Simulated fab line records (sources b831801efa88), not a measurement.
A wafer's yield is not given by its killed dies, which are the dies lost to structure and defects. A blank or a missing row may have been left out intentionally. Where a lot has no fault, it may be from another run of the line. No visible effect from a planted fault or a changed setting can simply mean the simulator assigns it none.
Matching of chambers + flow sky130 + cmp-01 running SKY_VIA2_CMP_02: 4 sister chambers
The step polishes SiO2. 14 wafers are shown with their chamber, then 7 later ones without.

## WAFERS PAIRED WITH THEIR CHAMBERS
| wafer  | chamber | motor_current_A (A) |
|--------|---------|---------------------|
| L075.1 | 0       | 11.8                |
| L075.4 | 1       | 11.3                |
| L075.6 | 3       | 10.7                |
| L074.2 | 0       | 11.2                |
| L074.3 | 1       | 11.9                |
| L074.5 | 2       | 13.0                |
| L076.1 | 1       | 12.1                |
| L076.5 | 2       | 12.5                |
| L076.6 | 3       | 11.2                |
| L088.1 | 3       | 11.4                |
| L088.2 | 0       | 12.0                |
| L088.3 | 2       | 12.7                |
| L083.2 | 0       | 11.7                |
| L083.3 | 3       | 11.3                |

SIGNATURES (means of the wafers above)
| reading         | chamber 0 | chamber 1 | chamber 2 | chamber 3 | scatter within a chamber |
|-----------------|-----------|-----------|-----------|-----------|--------------------------|
| motor_current_A | 11.675    | 11.767    | 12.733    | 11.150    | 0.333                    |
Rule: for a wafer and a chamber, the distance is found by dividing, reading by reading, the gap between the wafer's reading and the chamber's mean by the reading's scatter, squaring, summing and taking the root. If the next closest chamber is less than 2 further off than the closest, the wafer can't be placed; otherwise it belongs to the closest. The scatter: take each reading less its chamber's mean, square it, sum over the shown wafers, divide by the number of wafers less the number of chambers, and take the root.

## WAFERS MISSING THEIR CHAMBER
| wafer  | motor_current_A (A) |
|--------|---------------------|
| L083.5 | 11.7                |
| L094.3 | 12.1                |
| L094.4 | 11.7                |
| L094.5 | 11.0                |
| L095.1 | 11.1                |
| L095.3 | 10.9                |
| L095.5 | 11.7                |

## CHAMBER TAKEN BY EACH
| wafer  | from the rows above               | in truth |
|--------|-----------------------------------|----------|
| L083.5 | can't be placed: 0 or 1 or 3      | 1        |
| L094.3 | can't be placed: 1 or 0 or 2 or 3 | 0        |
| L094.4 | can't be placed: 0 or 1 or 3      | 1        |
| L094.5 | can't be placed: 3 or 0 or 1      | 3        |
| L095.1 | can't be placed: 3 or 0 or 1      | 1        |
| L095.3 | can't be placed: 3 or 0 or 1      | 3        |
| L095.5 | can't be placed: 0 or 1 or 3      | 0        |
Correctly placed: 0 of 7. These rows do not allow placing 7 (true chamber among the candidates in 7). 0 placed wrongly.
